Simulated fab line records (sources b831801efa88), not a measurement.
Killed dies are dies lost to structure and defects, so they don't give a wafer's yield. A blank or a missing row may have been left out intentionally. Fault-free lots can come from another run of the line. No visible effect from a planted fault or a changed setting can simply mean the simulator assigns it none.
What tool caused it? || flow sky130 || 10 lots, 30 wafers sampled, at 6 steps of a route of 708

== WHAT EACH GAUGE READ, for each wafer ==
SKY_SD_N_OVL_MEAS_08.
{"lot": "L740", "measured": "day 28 23:21", "on": "overlay-01", "SD_N_OVL (nm)": "1.5 0.3 1.1"}
{"lot": "L742", "measured": "day 29 16:21", "on": "overlay-01", "SD_N_OVL (nm)": "1.3 -0.2 1.1"}
{"lot": "L745", "measured": "day 30 06:27", "on": "overlay-02", "SD_N_OVL (nm)": "-0.3 -0.9 -0.5"}
{"lot": "L747", "measured": "day 30 23:28", "on": "overlay-01", "SD_N_OVL (nm)": "-1.7 -1.8 -0.6"}
{"lot": "L748", "measured": "day 31 01:09", "on": "overlay-02", "SD_N_OVL (nm)": "2.7 2.4 3.2"}
{"lot": "L750", "measured": "day 32 06:45", "on": "overlay-02", "SD_N_OVL (nm)": "2.7 2.1 1.1"}
{"lot": "L755", "measured": "day 33 09:36", "on": "overlay-01", "SD_N_OVL (nm)": "0.6 -0.2 -0.2"}
{"lot": "L757", "measured": "day 34 05:23", "on": "overlay-01", "SD_N_OVL (nm)": "0.8 0.6 0.7"}
{"lot": "L758", "measured": "day 34 09:53", "on": "overlay-02", "SD_N_OVL (nm)": "-0.7 2.4 2.1"}
{"lot": "L761", "measured": "day 35 06:43", "on": "overlay-02", "SD_N_OVL (nm)": "1.1 3.2 1.5"}

SKY_VIA3_RS_MEAS_22: a four-point-probe measurement.
{"lot": "L740", "measured": "day 40 15:12", "on": "film metro-04", "VIA3_W_RS (ohm/sq)": "0.288 0.296 0.288"}
{"lot": "L742", "measured": "day 41 06:10", "on": "film metro-03", "VIA3_W_RS (ohm/sq)": "0.285 0.279 0.280"}
{"lot": "L745", "measured": "day 41 17:29", "on": "film metro-03", "VIA3_W_RS (ohm/sq)": "0.294 0.290 0.289"}
{"lot": "L747", "measured": "day 42 08:10", "on": "film metro-04", "VIA3_W_RS (ohm/sq)": "0.289 0.290 0.291"}
{"lot": "L748", "measured": "day 42 10:24", "on": "film metro-03", "VIA3_W_RS (ohm/sq)": "0.288 0.287 0.286"}
{"lot": "L750", "measured": "day 43 12:07", "on": "film metro-02", "VIA3_W_RS (ohm/sq)": "0.296 0.299 0.287"}
{"lot": "L755", "measured": "day 44 09:27", "on": "film metro-04", "VIA3_W_RS (ohm/sq)": "0.296 0.287 0.157"}
{"lot": "L757", "measured": "day 45 01:15", "on": "film metro-03", "VIA3_W_RS (ohm/sq)": "0.289 0.284 0.287"}
{"lot": "L758", "measured": "day 45 06:17", "on": "film metro-03", "VIA3_W_RS (ohm/sq)": "0.158 0.295 0.154"}
{"lot": "L761", "measured": "day 45 21:58", "on": "film metro-03", "VIA3_W_RS (ohm/sq)": "0.279 0.278 0.278"}

SKY_VIA3_THK_MEAS_23: measures by xrf.
{"lot": "L740", "measured": "day 40 15:18", "on": "film metro-04", "VIA3_W_THK (nm)": "406 396 404"}
{"lot": "L742", "measured": "day 41 06:17", "on": "film metro-03", "VIA3_W_THK (nm)": "414 420 420"}
{"lot": "L745", "measured": "day 41 17:36", "on": "film metro-03", "VIA3_W_THK (nm)": "398 406 407"}
{"lot": "L747", "measured": "day 42 08:16", "on": "film metro-04", "VIA3_W_THK (nm)": "405 403 404"}
{"lot": "L748", "measured": "day 42 10:31", "on": "film metro-03", "VIA3_W_THK (nm)": "412 412 412"}
{"lot": "L750", "measured": "day 43 12:14", "on": "film metro-02", "VIA3_W_THK (nm)": "398 391 407"}
{"lot": "L755", "measured": "day 44 09:33", "on": "film metro-04", "VIA3_W_THK (nm)": "394 406 -"}
{"lot": "L757", "measured": "day 45 01:21", "on": "film metro-03", "VIA3_W_THK (nm)": "411 418 414"}
{"lot": "L758", "measured": "day 45 06:25", "on": "film metro-03", "VIA3_W_THK (nm)": "- 400 -"}
{"lot": "L761", "measured": "day 45 22:05", "on": "film metro-03", "VIA3_W_THK (nm)": "426 427 425"}

== TOOL THAT RAN EACH LOT (tool first, then ch and the chambers of the sampled wafers, then the start) ==
{"lot": "L740", "SKY_DNWELL_STRIP_08": "plasma asher-02 ch 0,1, day 3 14:34", "SKY_METAL1_SPUTTER_02": "pvd sputter-04, day 32 17:17", "SKY_VIA3_CVD_21": "cvd w-02 ch 0,1, day 40 15:05"}
{"lot": "L742", "SKY_DNWELL_STRIP_08": "plasma asher-04 ch 0,1, day 4 04:35", "SKY_METAL1_SPUTTER_02": "pvd sputter-03, day 33 09:55", "SKY_VIA3_CVD_21": "cvd w-01 ch 1, day 41 06:02"}
{"lot": "L745", "SKY_DNWELL_STRIP_08": "plasma asher-02 ch 0,1, day 4 20:44", "SKY_METAL1_SPUTTER_02": "pvd sputter-03, day 33 22:35", "SKY_VIA3_CVD_21": "cvd w-02 ch 0,1, day 41 17:21"}
{"lot": "L747", "SKY_DNWELL_STRIP_08": "plasma asher-04 ch 0,1, day 5 03:55", "SKY_METAL1_SPUTTER_02": "pvd sputter-04, day 34 15:16", "SKY_VIA3_CVD_21": "cvd w-01 ch 0,1, day 42 08:01"}
{"lot": "L748", "SKY_DNWELL_STRIP_08": "plasma asher-02 ch 0, day 5 09:34", "SKY_METAL1_SPUTTER_02": "pvd sputter-03, day 34 15:58", "SKY_VIA3_CVD_21": "cvd w-01 ch 0,1, day 42 10:16"}
{"lot": "L750", "SKY_DNWELL_STRIP_08": "plasma asher-02 ch 0,1, day 6 03:13", "SKY_METAL1_SPUTTER_02": "pvd sputter-03, day 35 20:43", "SKY_VIA3_CVD_21": "cvd w-02 ch 0,1, day 43 11:59"}
{"lot": "L755", "SKY_DNWELL_STRIP_08": "plasma asher-02 ch 0,1, day 7 01:04", "SKY_METAL1_SPUTTER_02": "pvd sputter-04, day 36 21:31", "SKY_VIA3_CVD_21": "cvd w-02 ch 0,1, day 44 09:20"}
{"lot": "L757", "SKY_DNWELL_STRIP_08": "plasma asher-02 ch 0,1, day 7 13:29", "SKY_METAL1_SPUTTER_02": "pvd sputter-03, day 37 18:18", "SKY_VIA3_CVD_21": "cvd w-01 ch 0,1, day 45 01:08"}
{"lot": "L758", "SKY_DNWELL_STRIP_08": "plasma asher-04 ch 0,1, day 7 16:43", "SKY_METAL1_SPUTTER_02": "pvd sputter-04, day 37 23:25", "SKY_VIA3_CVD_21": "cvd w-02 ch 0,1, day 45 06:10"}
{"lot": "L761", "SKY_DNWELL_STRIP_08": "plasma asher-04 ch 0,1, day 8 07:46", "SKY_METAL1_SPUTTER_02": "pvd sputter-03, day 38 19:16", "SKY_VIA3_CVD_21": "cvd w-01 ch 1, day 45 21:50"}
- SKY_DNWELL_STRIP_08: strips in O2/N2.
- SKY_METAL1_SPUTTER_02: material AlCu, target thk 250 nm, time 13.3 s.
- SKY_VIA3_CVD_21: deposits W, target thk 390 nm, time 117.31 s.

== WHAT THE TOOLS THEMSELVES READ (means of the sampled wafers that have a number; where no wafer has one, the mark that the record gives instead) ==
SKY_DNWELL_STRIP_08.
{"lot": "L740", "tool": "plasma asher-02", "drypump motor current A (A)": 6.16, "oes product au (a.u.)": 0.722, "strip time to endpoint s (s)": 36.94}
{"lot": "L742", "tool": "plasma asher-04", "drypump motor current A (A)": 5.94, "oes product au (a.u.)": 0.723, "strip time to endpoint s (s)": 36.89}
{"lot": "L745", "tool": "plasma asher-02", "drypump motor current A (A)": 6.09, "oes product au (a.u.)": 0.722, "strip time to endpoint s (s)": 36.77}
{"lot": "L747", "tool": "plasma asher-04", "drypump motor current A (A)": 5.95, "oes product au (a.u.)": 0.722, "strip time to endpoint s (s)": 36.79}
{"lot": "L748", "tool": "plasma asher-02", "drypump motor current A (A)": 5.99, "oes product au (a.u.)": 0.718, "strip time to endpoint s (s)": 36.95}
{"lot": "L750", "tool": "plasma asher-02", "drypump motor current A (A)": 6.08, "oes product au (a.u.)": 0.726, "strip time to endpoint s (s)": 36.87}
{"lot": "L755", "tool": "plasma asher-02", "drypump motor current A (A)": 6.10, "oes product au (a.u.)": 0.726, "strip time to endpoint s (s)": 36.93}
{"lot": "L757", "tool": "plasma asher-02", "drypump motor current A (A)": 6.08, "oes product au (a.u.)": 0.725, "strip time to endpoint s (s)": 37.03}
{"lot": "L758", "tool": "plasma asher-04", "drypump motor current A (A)": 5.79, "oes product au (a.u.)": 0.720, "strip time to endpoint s (s)": 36.77}
{"lot": "L761", "tool": "plasma asher-04", "drypump motor current A (A)": 5.95, "oes product au (a.u.)": 0.725, "strip time to endpoint s (s)": 36.83}

SKY_METAL1_SPUTTER_02.
{"lot": "L740", "tool": "pvd sputter-04", "throttle valve pct (%)": 31.2}
{"lot": "L742", "tool": "pvd sputter-03", "throttle valve pct (%)": 29.8}
{"lot": "L745", "tool": "pvd sputter-03", "throttle valve pct (%)": 30.3}
{"lot": "L747", "tool": "pvd sputter-04", "throttle valve pct (%)": 31.1}
{"lot": "L748", "tool": "pvd sputter-03", "throttle valve pct (%)": 30.2}
{"lot": "L750", "tool": "pvd sputter-03", "throttle valve pct (%)": 29.7}
{"lot": "L755", "tool": "pvd sputter-04", "throttle valve pct (%)": 30.6}
{"lot": "L757", "tool": "pvd sputter-03", "throttle valve pct (%)": 29.9}
{"lot": "L758", "tool": "pvd sputter-04", "throttle valve pct (%)": 30.8}
{"lot": "L761", "tool": "pvd sputter-03", "throttle valve pct (%)": 29.8}

SKY_VIA3_CVD_21.
{"lot": "L740", "tool": "cvd w-02", "chamber pressure Torr (Torr)": 39.97, "heater power w (W)": 822}
{"lot": "L742", "tool": "cvd w-01", "chamber pressure Torr (Torr)": 40.04, "heater power w (W)": 1030}
{"lot": "L745", "tool": "cvd w-02", "chamber pressure Torr (Torr)": 40.08, "heater power w (W)": 825}
{"lot": "L747", "tool": "cvd w-01", "chamber pressure Torr (Torr)": 40.00, "heater power w (W)": 845}
{"lot": "L748", "tool": "cvd w-01", "chamber pressure Torr (Torr)": 39.98, "heater power w (W)": 958}
{"lot": "L750", "tool": "cvd w-02", "chamber pressure Torr (Torr)": 40.06, "heater power w (W)": 874}
{"lot": "L755", "tool": "cvd w-02", "chamber pressure Torr (Torr)": 40.03, "heater power w (W)": 874}
{"lot": "L757", "tool": "cvd w-01", "chamber pressure Torr (Torr)": 40.02, "heater power w (W)": 849}
{"lot": "L758", "tool": "cvd w-02", "chamber pressure Torr (Torr)": 40.13, "heater power w (W)": 828}
{"lot": "L761", "tool": "cvd w-01", "chamber pressure Torr (Torr)": 40.05, "heater power w (W)": 1076}

== THE ANSWER, worked out from the rows above alone ==
Rule: the usual values come from the lots themselves. Put in order of their means at a reading, lots are off if they are a third of the lots or fewer, leave a main group of 4 or more, and stand apart from it by a gap of 3 or more times the standard deviation of the main group's means; of several such gaps the widest counts. A main group whose means are all the same, to the digits that the tables above print for the reading, isn't used. Also off: a lot with no number at a reading for which 4 or more lots have one. All remaining lots with rows at the step are treated as sound. Order of review: gauges by route order, followed by the tools' own readings, for which a lot's mean as printed above is used. The first step at which some lot is off is used, and at that step the reading that is off furthest; a lot without a number counts as furthest.
Off: L755, L758, seen at SKY_VIA3_RS_MEAS_22 (VIA3_W_RS). For the main group the mean is 0.287 ohm/sq and the standard deviation 0.0049.
If a tool, at a process step before that reading, ran all the lots that are off and no sound lot after the first of them, it fits. Gauges at SKY_VIA3_RS_MEAS_22: tried the same way as those tools. This does not decide it: 2 tools fit, namely pvd sputter-04 at SKY_METAL1_SPUTTER_02 and cvd w-02 at SKY_VIA3_CVD_21.

== WHAT THE SIMULATOR PUT IN ==
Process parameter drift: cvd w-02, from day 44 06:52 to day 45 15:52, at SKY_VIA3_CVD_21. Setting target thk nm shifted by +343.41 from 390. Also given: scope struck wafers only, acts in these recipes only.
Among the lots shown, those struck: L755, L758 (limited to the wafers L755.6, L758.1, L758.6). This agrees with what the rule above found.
